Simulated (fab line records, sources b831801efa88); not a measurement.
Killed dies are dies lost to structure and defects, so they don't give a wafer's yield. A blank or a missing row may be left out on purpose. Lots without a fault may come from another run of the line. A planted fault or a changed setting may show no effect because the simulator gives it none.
A struck lot beside a sound one | flow gf180mcu | 6 steps out of a route of 602
Sound: wafers L661.1, L661.4, L661.6. Struck: wafers L670.1, L670.3, L670.5. The cause comes at the end.
At each step with rows: each side's tool, then ch and its chambers, then its first start. Under that, the readings that differ: sound wafers | struck wafers | difference of the means | sigmas: that difference in standard deviations of wafers without a fault.
alike: readings whose means differ by less than 2 such deviations, and words and numbers that are the same on both sides. not compared: withheld readings, readings that some wafer has no value for, bounds like >300 that may hide the same value, and numbers for which the record gives no deviation and whose values overlap.
The two part at a step that has a row with sigmas, a row that says differs or no value, or rows on one side only. Numbers that don't overlap but have no deviation are shown without sigmas and don't part them. A reading that every wafer of one side lacks parts them only if that side has two wafers or more.

GF_STI_BOW_MEAS_00:
  sound on film_metro-02, day 3 02:00; struck on film_metro-02, day 4 23:00
  alike: INCOMING_BOW
then, 1 step without rows for these wafers: GF_STI_OXIDATION_01 (stabilise 600 s, purge 300 s, target thk 10 nm).
GF_STI_THK_MEAS_02:
  sound on film_metro-03, day 3 03:31; struck on film_metro-01, day 5 00:31
  alike: STI_OXIDATION_THK
GF_STI_CVD_03: deposits Si3N4 from DCS/NH3, target thk 207.16 nm, time 3551 s.
  sound on lpcvd-02 ch 1, day 3 03:34; struck on lpcvd-01 ch 1, day 5 00:34
  reading                               | sound             | struck            | difference | sigmas
  spike_tc_lower_C (C)                  | 767.7 767.8 767.8 | 771.5 770.7 771.5 | +3.5       | +3
  model.Si3N4_of_STI_CVD_03.thk_nm (nm) | 208.1 208.7 207.7 | 307.8 305.7 308.1 | +99.0      |
GF_STI_THK_MEAS_04:
  sound on film_metro-02, day 3 05:34; struck on film_metro-01, day 5 02:47
  reading             | sound             | struck            | difference | sigmas
  STI_CVD_03_THK (nm) | 208.0 208.8 207.8 | 307.9 305.6 308.0 | +99.0      | +49
  not compared: hold
then, 1 step without rows for these wafers: GF_PASSIVATION_PROBE_99.

WHERE THEY PART
First at GF_STI_CVD_03; last, within this record, at GF_STI_THK_MEAS_04.

WHY: what the simulator had put in
Process parameter drift: lpcvd-01, from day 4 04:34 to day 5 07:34, at GF_STI_CVD_03. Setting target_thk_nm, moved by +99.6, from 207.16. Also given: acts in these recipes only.
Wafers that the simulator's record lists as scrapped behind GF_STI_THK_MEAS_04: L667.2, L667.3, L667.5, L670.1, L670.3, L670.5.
